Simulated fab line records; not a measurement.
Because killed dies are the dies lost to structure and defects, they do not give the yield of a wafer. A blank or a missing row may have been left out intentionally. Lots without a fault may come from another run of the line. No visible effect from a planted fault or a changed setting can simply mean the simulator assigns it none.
fab line records | flow sky130
[record] lots = 13 wafers = 39 last_day = 50
route steps=708 shown LDD_LDN@301 PAD_OPEN@708
lots with no fault: from the same line, run without faults
start_h: hours from the record's opening day to when the first of the lot's shown wafers began | wait_h: how many hours have passed since the lot's step before this one | " the same as in the row above | L1.1+2: a single row standing in for several wafers | - value missing, or start not given | * or withheld: withheld | < > ~ a bound
route shown NAME@n: a module of which the file shows steps, and the number in the route of the first | usual: mean and standard deviation over wafers with no fault | same: alike in all rows | chamber/n: place in a boat | sites: readings site by site | _std_site: standard deviation of those values | _edge_site: the outer-site mean with the inner-site mean subtracted | radius_mm: how far each site lies from the wafer's centre | mask NAME#n: copy n | behind: tool/chamber where the wafer was last shaped | hold: what put the lot on hold/how long, in hours/how the hold closed | device: transistor that didn't switch, given as n, p or np | end of line: tests run on the same wafers once the route is complete | for a step that has no rows: nothing shown but its recipe | killed: dies that structure and defects cost at the first sort, which is not the same as the wafer's yield | map: the dies of a wafer, with x for killed, . for not killed, _ for no die there
set.NAME: the setting as run; set.NAME@STEP: as run at that earlier step | model.NAME: the simulator's own value behind a step, which no gauge read
one table for each step of the route and one row for each wafer, over a sample of lots
services: a tool's chamber out of use, with start hour (start_h, from the record's first day; less than 0 if before it), hours out, and reason
[[steps]]
[step SKY_LDD_LDN_STRIP_12]
[recipe] chemistry = O2/N2 power_w = 1400 pressure_mtorr = 1500 platen_temp_c = withheld o2_flow_sccm = 3000 n2_flow_sccm = 300 overash_fraction = 0.5
[usual] drypump_motor_current_A = 5.68/0.18 oes_product_au = 0.715/0.0045 strip_time_to_endpoint_s = 14.20/0.037
// columns lot.wafer tool chamber start_h wait_h drypump_motor_current_A oes_product_au rf_hours_counter_h strip_time_to_endpoint_s
L853.1 plasma_asher-02 1 559.91 0.1 5.86 0.707 89 14.17
L853.2 " 0 " " 5.83 0.710 89 14.16
L853.4 " 1 " " 5.88 0.723 - 14.22
L854.2 plasma_asher-02 1 561.41 0.1 5.83 0.718 89 14.22
L854.5 " 1 " " 5.85 0.718 - 14.27
L854.6 " 0 " " 5.81 0.713 - 14.26
L855.4 plasma_asher-02 0 575.83 0.1 5.81 0.925 - -
L855.5 " 1 " " 5.89 0.921 - -
L855.6 " 0 " " 5.83 0.928 - -
L864.3 plasma_asher-01 0 647.68 0.1 5.50 0.715 - 14.17
L864.4 " 1 " " 5.41 0.721 - 14.16
L864.5 " 1 " " 5.40 0.716 - 14.17
L865.1 plasma_asher-02 0 652.15 0.1 5.81 0.715 98 14.21
L865.3 " 0 " " 5.81 0.712 - 14.20
L865.4 " 1 " " 5.85 0.710 - 14.17
L866.1 plasma_asher-01 0 656.81 0.1 5.51 0.715 25 14.22
L866.2 " 1 " " 5.42 0.712 25 14.30
L866.6 " 0 " " 5.49 0.721 - 14.22
L867.1 plasma_asher-01 0 663.35 0.1 5.47 0.712 26 14.21
L867.2 " 1 " " 5.43 0.722 26 14.21
L867.3 " 1 " " 5.44 0.718 - 14.23
L868.1 plasma_asher-02 1 672.16 0.1 5.83 0.712 100 14.19
L868.2 " 0 " " 5.80 0.720 100 14.17
L868.4 " 0 " " 5.82 0.715 - 14.28
L869.3 plasma_asher-02 0 675.28 0.1 5.82 0.713 - 14.19
L869.5 " 1 " " 5.84 0.711 - 14.24
L869.6 " 0 " " 5.81 0.718 - 14.22
L870.4 plasma_asher-02 0 689.90 0.1 5.81 0.708 - 14.20
L870.5 " 0 " " 5.82 0.722 - 14.24
L870.6 " 1 " " 5.85 0.707 - 14.21
L871.3 plasma_asher-01 1 693.00 0.1 5.43 0.706 - 14.18
L871.4 " 0 " " 5.47 0.719 - 14.14
L871.6 " 1 " " 5.42 0.711 - 14.14
L873.1 plasma_asher-03 1 704.05 0.1 5.85 0.708 51 14.24
L873.2 " 0 " " 5.67 0.707 51 14.21
L873.4 " 1 " " 5.86 0.714 - 14.22
L874.2 plasma_asher-01 0 712.41 0.1 5.47 0.710 30 14.18
L874.3 " 1 " " 5.43 0.710 - 14.17
L874.4 " 0 " " 5.48 0.717 - 14.18
[step SKY_PAD_OPEN_PROBE_99]
[usual] killed_at_M0_to_M3 = 43/6.8 killed_at_M4_up = 3.0/1.6 killed_at_contacts = 25/6 killed_at_front_end = 15/4.4 killed_at_other = 0.3/0.52 killed_dies = 86/9.6 killed_on_rim = 17/3.5 killed_open = 47/6.7 killed_short = 39/6.8
[same] gross_dies = 492 killed_at_back_side = 0
// columns lot.wafer tool chamber start_h wait_h killed_at_M0_to_M3 killed_at_M4_up killed_at_contacts killed_at_front_end killed_at_other killed_dies killed_on_rim killed_open killed_short
L855.4 prober-02 - 1109.15 0.2 53 2 30 407 0 492 96 48 61
L855.5 prober-02 - 1109.20 0.2 37 1 32 421 1 492 96 43 47
L855.6 prober-02 - 1109.25 0.2 51 2 20 419 0 492 96 53 47
L865.1 prober-02 - 1159.98 0.1 53 4 14 18 0 89 19 46 43
L865.3 prober-02 - 1160.08 0.2 50 3 26 17 0 96 11 52 44
L865.4 prober-02 - 1160.13 0.2 33 4 21 16 0 74 13 35 39
L866.2 prober-01 - 1165.25 0.1 58 2 18 19 0 97 18 53 44
L866.6 prober-01 - 1165.45 0.2 45 4 23 14 1 87 22 46 40
L869.3 prober-02 - 1176.92 0.2 47 3 14 26 2 92 22 44 46
L869.5 prober-02 - 1177.02 0.2 45 1 24 19 2 91 19 41 50
L869.6 prober-02 - 1177.07 0.2 52 2 24 9 1 88 13 43 44
// killed by level:class
L855.4 SPACER:area_cvd=383 VIA1:geometric_particle:open=13 LOCAL_INTERCONNECT:geometric_particle:short=9 METAL1:geometric_particle:short=8 CONTACT:geometric_particle:open=7 VIA3:geometric_particle:open=7 CONTACT:geometric_particle:short=6 FIELD_ISO:geometric_particle:short=6
L855.5 SPACER:area_cvd=402 CONTACT:geometric_particle:open=11 VIA3:geometric_particle:open=9 POLY_GATE:geometric_particle:short=8 METAL2:geometric_particle:short=8 CONTACT:geometric_particle:short=7 LI_CONTACT:geometric_particle:open=6 VIA1:geometric_particle:open=5
L855.6 SPACER:area_cvd=392 VIA1:geometric_particle:open=14 VIA2:geometric_particle:open=9 POLY_GATE:geometric_particle:open=8 METAL1:geometric_particle:short=8 CONTACT:geometric_particle:open=7 POLY_GATE:geometric_particle:short=6 LOCAL_INTERCONNECT:geometric_particle:short=6
L865.1 VIA1:geometric_particle:open=16 METAL2:geometric_particle:short=8 FIELD_ISO:geometric_particle:open=6 METAL1:geometric_particle:short=6 VIA1:geometric_particle:short=6 VIA3:geometric_particle:open=5 POLY_GATE:geometric_particle:short=4 VIA3:geometric_particle:short=4
L865.3 VIA1:geometric_particle:open=11 CONTACT:geometric_particle:open=9 LOCAL_INTERCONNECT:geometric_particle:short=8 POLY_GATE:geometric_particle:open=7 VIA3:geometric_particle:open=7 VIA1:geometric_particle:short=6 VIA2:geometric_particle:open=6 LI_CONTACT:geometric_particle:open=5
L865.4 VIA1:geometric_particle:open=7 LI_CONTACT:geometric_particle:open=6 CONTACT:geometric_particle:open=6 FIELD_ISO:geometric_particle:short=5 POLY_GATE:geometric_particle:short=5 VIA2:geometric_particle:short=5 VIA3:geometric_particle:open=5 LI_CONTACT:geometric_particle:short=4
L866.2 VIA1:geometric_particle:open=11 VIA3:geometric_particle:open=10 METAL2:geometric_particle:short=9 LI_CONTACT:geometric_particle:open=8 VIA2:geometric_particle:open=8 POLY_GATE:geometric_particle:open=5 POLY_GATE:geometric_particle:short=5 VIA2:geometric_particle:short=5
L866.6 VIA1:geometric_particle:open=10 CONTACT:geometric_particle:open=8 FIELD_ISO:geometric_particle:open=7 CONTACT:geometric_particle:short=7 VIA2:geometric_particle:open=7 METAL1:geometric_particle:short=6 LI_CONTACT:geometric_particle:open=4 VIA1:geometric_particle:short=4
L869.3 METAL2:geometric_particle:short=13 METAL1:geometric_particle:short=8 VIA1:geometric_particle:open=8 FIELD_ISO:geometric_particle:open=7 CONTACT:geometric_particle:open=7 FIELD_ISO:geometric_particle:short=6 POLY_GATE:geometric_particle:short=6 VIA3:geometric_particle:open=5
L869.5 VIA2:geometric_particle:open=8 METAL2:geometric_particle:short=7 FIELD_ISO:geometric_particle:open=6 LOCAL_INTERCONNECT:geometric_particle:short=6 CONTACT:geometric_particle:open=6 LI_CONTACT:geometric_particle:open=5 VIA1:geometric_particle:open=5 VIA3:geometric_particle:open=5
L869.6 METAL1:geometric_particle:short=10 VIA1:geometric_particle:open=9 CONTACT:geometric_particle:open=8 METAL2:geometric_particle:short=8 LI_CONTACT:geometric_particle:open=6 LOCAL_INTERCONNECT:geometric_particle:short=5 METAL3:geometric_particle:short=5 METAL1:geometric_particle:open=4
[[services]]
// columns tool chamber start_h hours kind
plasma_asher-03 - 544.33 0.4 repair
plasma_asher-03 - 552.93 14.6 pm
plasma_asher-01 - 583.80 0.4 repair
plasma_asher-01 - 584.96 0.8 repair
[[key]]
[first_sign] step = SKY_LDD_LDN_STRIP_12 reading = oes_product_au direction = up sigmas = 47 usual = 0.715 struck = 0.925
[effect] step = SKY_PAD_OPEN_PROBE_99 reading = killed_at_front_end direction = up sigmas = 90 usual = 15 struck = 416
[more_kills_born_at] SKY_SPACER_CVD_00@lpcvd-02 = 1177
met_at SKY_LDD_LDN_STRIP_12
struck_lots L855
later_rows_left_out L855.4,L855.5,L855.6
tester_left_out L855
onset_between 561.41 575.83
[fault] kind = strip_aborted tool = plasma_asher-02 chamber = - onset_h = 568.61 steps = SKY_LDD_LDN_STRIP_12 offset = 0.75091 end_h = 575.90
// tester_left_out: of these lots the tester's yield and bins aren't shown, on N5 and GAA mostly nor the transistor test; their killed dies are dies lost to structure and defects alone, not to doping, threshold or leakage, so they don't give the yield
// later_rows_left_out: the simulator's readings of these wafers behind a module that went badly wrong aren't trusted and aren't shown, but for the sort
